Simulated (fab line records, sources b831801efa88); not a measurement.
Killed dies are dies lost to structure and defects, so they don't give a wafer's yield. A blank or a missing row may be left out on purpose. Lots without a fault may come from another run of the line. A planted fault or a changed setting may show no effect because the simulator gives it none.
Which tool did it? | flow sky130 | 10 lots, 30 wafers sampled, at 7 steps of a route of 708

WHAT THE GAUGES READ, wafer by wafer
SKY_POLY_CUT_OVL_MEAS_09.
lot  | measured     | on         | POLY_CUT_OVL (nm)
L770 | day 24 15:14 | overlay-02 | -1 -1 -2
L773 | day 25 17:56 | overlay-02 | 2 -1 -3
L774 | day 26 08:50 | overlay-02 | 9 0 8
L777 | day 26 21:29 | overlay-02 | -8 3 2
L785 | day 29 13:59 | overlay-02 | -7 -7 -5
L786 | day 30 00:32 | overlay-02 | -12 -6 -4
L787 | day 30 07:05 | overlay-01 | 5 4 6
L788 | day 30 19:00 | overlay-01 | 11 8 8
L791 | day 31 12:58 | overlay-02 | 4 -2 0
L792 | day 31 19:15 | overlay-02 | 4 3 0

SKY_SD_N_TW_MEAS_12.
lot  | measured     | on            | SD_N_TW
L770 | day 28 06:55 | film_metro-02 | 3964 3980 4006
L773 | day 29 09:18 | film_metro-02 | 3933 3957 3953
L774 | day 29 23:59 | film_metro-02 | 3942 3937 3963
L777 | day 30 11:25 | film_metro-02 | 3964 3943 3953
L785 | day 33 02:23 | film_metro-01 | 3806 3807 3809
L786 | day 33 10:55 | film_metro-02 | 3756 3761 3769
L787 | day 33 18:16 | film_metro-01 | 3997 4019 3998
L788 | day 34 06:04 | film_metro-02 | 3959 3939 3942
L791 | day 34 23:48 | film_metro-02 | 3964 3949 3967
L792 | day 35 04:31 | film_metro-01 | 3990 4025 4017

SKY_SD_N_RS_MEAS_16: measures by four-point-probe.
lot  | measured     | on            | SD_N_RS (ohm/sq)
L770 | day 28 07:13 | film_metro-03 | 68.41 68.49 68.41
L773 | day 29 09:35 | film_metro-01 | 68.65 68.69 68.67
L774 | day 30 00:16 | film_metro-03 | 68.42 68.40 68.33
L777 | day 30 11:43 | film_metro-03 | 68.41 68.28 68.39
L785 | day 33 02:40 | film_metro-03 | 75.02 74.97 74.94
L786 | day 33 11:15 | film_metro-02 | 75.23 75.30 75.26
L787 | day 33 18:34 | film_metro-02 | 68.68 68.60 68.50
L788 | day 34 06:21 | film_metro-02 | 68.55 68.56 68.53
L791 | day 35 00:05 | film_metro-03 | 68.28 68.34 68.32
L792 | day 35 04:49 | film_metro-02 | 68.57 68.34 68.42

WHICH TOOL RAN EACH LOT (tool, then ch and the chambers of the sampled wafers, then the start)
lot  | SKY_LDD_HVN_STRIP_09                 | SKY_POLY_CUT_ETCH_10               | SKY_SD_N_IMPLANT_09             | SKY_SD_N_STRIP_11
L770 | plasma_asher-02 ch 0,1, day 20 19:17 | rie_diel-01 ch 1,2,3, day 24 15:16 | implanter-01 ch 0, day 28 06:32 | plasma_asher-04 ch 0,1, day 28 06:49
L773 | plasma_asher-02 ch 0,1, day 21 22:47 | rie_diel-02 ch 1,2,3, day 25 17:58 | implanter-01 ch 0, day 29 08:55 | plasma_asher-02 ch 0,1, day 29 09:11
L774 | plasma_asher-02 ch 0,1, day 22 14:46 | rie_diel-01 ch 0,3, day 26 08:52   | implanter-01 ch 0, day 29 23:35 | plasma_asher-04 ch 0,1, day 29 23:52
L777 | plasma_asher-04 ch 0,1, day 23 03:01 | rie_diel-02 ch 0,1,2, day 26 21:31 | implanter-03 ch 0, day 30 11:01 | plasma_asher-04 ch 0,1, day 30 11:19
L785 | plasma_asher-04 ch 0,1, day 25 21:10 | rie_diel-01 ch 1,2,3, day 29 14:01 | implanter-01 ch 0, day 33 01:59 | plasma_asher-03 ch 0,1, day 33 02:17
L786 | plasma_asher-02 ch 0,1, day 26 07:31 | rie_diel-02 ch 1,2,3, day 30 00:34 | implanter-01 ch 0, day 33 10:31 | plasma_asher-04 ch 0, day 33 10:49
L787 | plasma_asher-04 ch 0,1, day 26 12:46 | rie_diel-01 ch 1,2,3, day 30 07:07 | implanter-03 ch 0, day 33 17:53 | plasma_asher-04 ch 0,1, day 33 18:10
L788 | plasma_asher-04 ch 0,1, day 26 23:07 | rie_diel-02 ch 1,3, day 30 19:02   | implanter-03 ch 0, day 34 05:40 | plasma_asher-04 ch 1, day 34 05:58
L791 | plasma_asher-04 ch 0,1, day 27 21:50 | rie_diel-01 ch 0,1,2, day 31 12:59 | implanter-02 ch 0, day 34 23:25 | plasma_asher-04 ch 0,1, day 34 23:41
L792 | plasma_asher-02 ch 0,1, day 28 05:22 | rie_diel-01 ch 0,1,2, day 31 19:16 | implanter-02 ch 0, day 35 04:08 | plasma_asher-02 ch 0,1, day 35 04:25
- SKY_LDD_HVN_STRIP_09: strips in O2/N2.
- SKY_POLY_CUT_ETCH_10: etches BARC in N2/H2, stops on SiO2, time 45.9 s, target depth 60 nm.
- SKY_SD_N_IMPLANT_09
- SKY_SD_N_STRIP_11: strips in O2/N2.

WHAT THE TOOLS THEMSELVES READ (means of the sampled wafers that have a number; where no wafer has one, the mark that the record gives instead)
SKY_LDD_HVN_STRIP_09.
lot  | tool            | drypump_motor_current_A (A) | oes_product_au (a.u.) | strip_time_to_endpoint_s (s)
L770 | plasma_asher-02 | 5.62                        | 0.411                 | 4.136
L773 | plasma_asher-02 | 5.60                        | 0.409                 | 4.146
L774 | plasma_asher-02 | 5.50                        | 0.415                 | 4.150
L777 | plasma_asher-04 | 5.18                        | 0.413                 | 4.126
L785 | plasma_asher-04 | 5.17                        | 0.413                 | 4.134
L786 | plasma_asher-02 | 5.60                        | 0.406                 | 4.119
L787 | plasma_asher-04 | 5.17                        | 0.409                 | 4.118
L788 | plasma_asher-04 | 5.20                        | 0.411                 | 4.144
L791 | plasma_asher-04 | 5.18                        | 0.409                 | 4.129
L792 | plasma_asher-02 | 5.49                        | 0.409                 | 4.127

SKY_POLY_CUT_ETCH_10.
lot  | tool        | drypump_motor_current_A (A) | oes_product_au (a.u.) | throttle_valve_pct (%)
L770 | rie_diel-01 | 5.8                         | 0.859                 | 13.218
L773 | rie_diel-02 | 6.3                         | 0.857                 | 13.219
L774 | rie_diel-01 | 5.9                         | 0.855                 | 13.222
L777 | rie_diel-02 | 6.1                         | 0.854                 | 13.231
L785 | rie_diel-01 | 5.8                         | 0.856                 | 13.225
L786 | rie_diel-02 | 6.2                         | 0.853                 | 13.224
L787 | rie_diel-01 | 5.8                         | 0.857                 | 13.229
L788 | rie_diel-02 | 6.1                         | 0.852                 | 13.221
L791 | rie_diel-01 | 5.9                         | 0.856                 | 13.225
L792 | rie_diel-01 | 5.9                         | 0.852                 | 13.226

SKY_SD_N_IMPLANT_09.
lot  | tool         | beam_energy_keV | faraday_current_uA
L770 | implanter-01 | 49.998          | 12050
L773 | implanter-01 | 49.994          | 12048
L774 | implanter-01 | 49.975          | 11983
L777 | implanter-03 | 49.999          | 11934
L785 | implanter-01 | 41.328          | 11734
L786 | implanter-01 | 41.332          | 11982
L787 | implanter-03 | 50.012          | 11931
L788 | implanter-03 | 50.006          | 11782
L791 | implanter-02 | 49.993          | 10221
L792 | implanter-02 | 49.989          | 10205

SKY_SD_N_STRIP_11.
lot  | tool            | drypump_motor_current_A (A) | oes_product_au (a.u.) | strip_time_to_endpoint_s (s)
L770 | plasma_asher-04 | 5.2                         | 0.529                 | 22.58
L773 | plasma_asher-02 | 5.5                         | 0.530                 | 22.57
L774 | plasma_asher-04 | 5.2                         | 0.529                 | 22.57
L777 | plasma_asher-04 | 5.2                         | 0.529                 | 22.54
L785 | plasma_asher-03 | 6.2                         | 0.539                 | 21.28
L786 | plasma_asher-04 | 5.2                         | 0.548                 | 21.27
L787 | plasma_asher-04 | 5.2                         | 0.527                 | 22.57
L788 | plasma_asher-04 | 5.2                         | 0.523                 | 22.53
L791 | plasma_asher-04 | 5.2                         | 0.531                 | 22.57
L792 | plasma_asher-02 | 5.5                         | 0.531                 | 22.52

THE ANSWER, worked out from the rows above alone
Rule: what is usual is taken from the lots themselves. Put in order of their means at a reading, lots are off if they are a third of the lots or fewer, leave a main group of 4 or more, and stand apart from it by a gap of 3 or more times the standard deviation of the main group's means; of several such gaps the widest counts. A main group whose means are all the same, to the digits that the tables above print for the reading, isn't used. A lot without any number at a reading at which 4 lots or more have one is off too. The other lots that the step has rows for count as sound. The gauges are gone through in route order, then the tools' own readings, and for those a lot's mean is taken as printed above. The first step at which some lot is off is used, and at that step the reading that is off furthest; a lot without a number counts as furthest.
Off: L785, L786, at SKY_SD_N_TW_MEAS_12 (SD_N_TW). The main group: mean 3969, standard deviation 25.
A tool fits if, at a process step before that reading, it ran every lot that is off, and no sound lot after the first of them. The gauges at SKY_SD_N_TW_MEAS_12 aren't tried: what is off there is off at SKY_SD_N_IMPLANT_09 too, on other tools, and a gauge's error can't cause that. One fits: implanter-01 at SKY_SD_N_IMPLANT_09. Its last sound lot is L774 (day 29 23:35), its first lot that is off L785 (day 33 01:59): a fault that began between those two fits.
The tool's own readings at SKY_SD_N_IMPLANT_09 bear it out: on the lots that are off they differ by more than 5 times the standard deviation of the sound lots' means. beam_energy_keV reads 41.330 there against 49.996 on the sound lots.

WHAT THE SIMULATOR HAD PUT IN
Process parameter drift: implanter-01, from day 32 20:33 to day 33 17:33, at SKY_SD_N_IMPLANT_09. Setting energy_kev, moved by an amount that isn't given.
Lots struck among those shown: L785, L786. The rule above found the same.
